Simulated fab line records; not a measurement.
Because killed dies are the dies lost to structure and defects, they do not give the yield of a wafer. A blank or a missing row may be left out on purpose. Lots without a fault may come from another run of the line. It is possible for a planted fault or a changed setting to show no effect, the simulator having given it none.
Chamber matching / flow sky130 / SKY_PASSIVATION_CVD_02 on pecvd-01: 3 sister chambers
The step deposits Si3N4, target thk 540 nm. 14 wafers are shown with their chamber, then 7 later ones without.

## WAFERS, EACH WITH ITS CHAMBER
wafer=L903.1; chamber=2; heaterPowerW (W)=828
wafer=L903.4; chamber=2; heaterPowerW (W)=845
wafer=L903.6; chamber=0; heaterPowerW (W)=805
wafer=L904.1; chamber=1; heaterPowerW (W)=659
wafer=L904.3; chamber=2; heaterPowerW (W)=817
wafer=L904.4; chamber=1; heaterPowerW (W)=684
wafer=L905.1; chamber=2; heaterPowerW (W)=834
wafer=L905.5; chamber=1; heaterPowerW (W)=681
wafer=L905.6; chamber=0; heaterPowerW (W)=823
wafer=L909.3; chamber=2; heaterPowerW (W)=834
wafer=L909.5; chamber=1; heaterPowerW (W)=679
wafer=L909.6; chamber=0; heaterPowerW (W)=729
wafer=L912.1; chamber=2; heaterPowerW (W)=841
wafer=L912.4; chamber=1; heaterPowerW (W)=624

SIGNATURES (averages over the wafers above)
reading=heaterPowerW; chamber 0=785.67; chamber 1=665.40; chamber 2=833.17; scatter within a chamber=27
Rule: distance of a wafer from a chamber = root of the sum over the readings of ((wafer's reading minus chamber's mean) / reading's scatter) squared. The wafer belongs to the nearest chamber; if the next one is less than 2 further off, it can't be placed. How the scatter is found: for the shown wafers, subtract from each reading the mean of its chamber, square and add these, divide the total by (wafers less chambers), then take the root.

## WAFERS WHOSE CHAMBER IS MISSING
wafer=L912.5; heaterPowerW (W)=692
wafer=L920.1; heaterPowerW (W)=618
wafer=L920.3; heaterPowerW (W)=774
wafer=L920.6; heaterPowerW (W)=812
wafer=L922.1; heaterPowerW (W)=644
wafer=L922.2; heaterPowerW (W)=853
wafer=L922.3; heaterPowerW (W)=806

## THE CHAMBER EACH PASSED THROUGH
wafer=L912.5; from the rows above=1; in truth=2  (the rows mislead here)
wafer=L920.1; from the rows above=1; in truth=1
wafer=L920.3; from the rows above=can't be placed: 0 or 2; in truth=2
wafer=L920.6; from the rows above=can't be placed: 2 or 0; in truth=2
wafer=L922.1; from the rows above=1; in truth=1
wafer=L922.2; from the rows above=can't be placed: 2 or 0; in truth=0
wafer=L922.3; from the rows above=can't be placed: 0 or 2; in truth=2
Placed correctly: 2 of 7. From these rows, 4 cannot be placed; in 4 the true chamber is one of the candidates. Number placed wrongly: 1.
